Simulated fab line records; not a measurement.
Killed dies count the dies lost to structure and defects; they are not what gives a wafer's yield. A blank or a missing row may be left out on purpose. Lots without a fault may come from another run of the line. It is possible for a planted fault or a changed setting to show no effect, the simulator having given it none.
2 desks, one fault + flow gf180mcu + each desk has only its own numbers; what lay behind them comes last

## THE METROLOGY DESK
What the gauges read, lot by lot, whatever tool the lot ran on: means of the sampled wafers that have a number. If a lot's mean is further than 4 standard deviations from the usual mean, the lot is out of limits and carries the mark OUT (the distance appears in the brackets).
Columns: A = HV_LDD_CVD_56_THK at GF_HV_LDD_THK_MEAS_57, usual 90.3 nm; B = cd_nm at GF_NSD_CD_MEAS_07, usual 400.0 nm
| lot  | first seen here | A    | B               |
|------|-----------------|------|-----------------|
| L669 | day 13 00:11    | 91.3 | 397.7           |
| L670 | day 13 01:13    | 91.6 | 398.4           |
| L673 | day 14 02:08    | 89.3 | 400.1           |
| L675 | day 14 15:22    | 90.9 | 395.8           |
| L676 | day 15 03:36    | 90.1 | 397.8           |
| L677 | day 15 06:55    | 89.9 | 399.0           |
| L678 | day 15 20:33    | 90.5 | 353.8 (-18) OUT |
| L679 | day 16 01:27    | 90.6 | 398.4           |
| L680 | day 16 11:29    | 90.2 | 311.8 (-34) OUT |
| L686 | day 18 10:20    | 89.7 | 399.5           |
| L688 | day 19 11:01    | 89.9 | 403.1           |
| L689 | day 19 15:19    | 89.9 | 404.8           |
| L691 | day 20 13:35    | 90.3 | 399.5           |
This desk finds L678, L680 out of limits, L678 being first, at day 16 18:08 (cd_nm at GF_NSD_CD_MEAS_07). In limits: L669, L670, L673, L675, L676, L677, L679, L686, L688, L689, L691.

## TOOL OWNER'S DESK, litho_track-02
The tool's own readings at GF_NSD_DEVELOP_06 (develop time 60 s): means of the sampled wafers that have a number, for each lot that ran on this tool. If a lot's mean is further than 4 standard deviations from the usual mean, the lot is out of limits and carries the mark OUT (the distance appears in the brackets).
Columns: A = exhaust_pa at GF_NSD_DEVELOP_06, usual 45.1 Pa
| lot  | first seen here | A    |
|------|-----------------|------|
| L670 | day 13 21:37    | 45.8 |
| L676 | day 16 01:05    | 45.2 |
| L677 | day 16 04:19    | 44.1 |
| L678 | day 16 17:59    | 46.1 |
| L680 | day 17 09:11    | 45.4 |
| L688 | day 20 11:07    | 45.8 |
Finding of this desk: none of the 6 lots has anything out of limits.

## ALL TOGETHER
Metrology desk: alarm possible at day 16 18:08 on L678, L680.
Nothing out of limits was seen by the tool owner's desk.
On record at the tool owner's desk: L678, L680, within its limits.
GF_NSD_DEVELOP_06 was run on litho_track-02 by each of the lots named.

## WHAT HAD BEEN PUT IN BY THE SIMULATOR
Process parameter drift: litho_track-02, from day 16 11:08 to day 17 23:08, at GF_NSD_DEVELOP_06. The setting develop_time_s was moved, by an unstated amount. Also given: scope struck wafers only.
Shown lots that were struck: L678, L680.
Delay in hours, fault start to first out-of-limits reading, per desk: metrology desk 7.
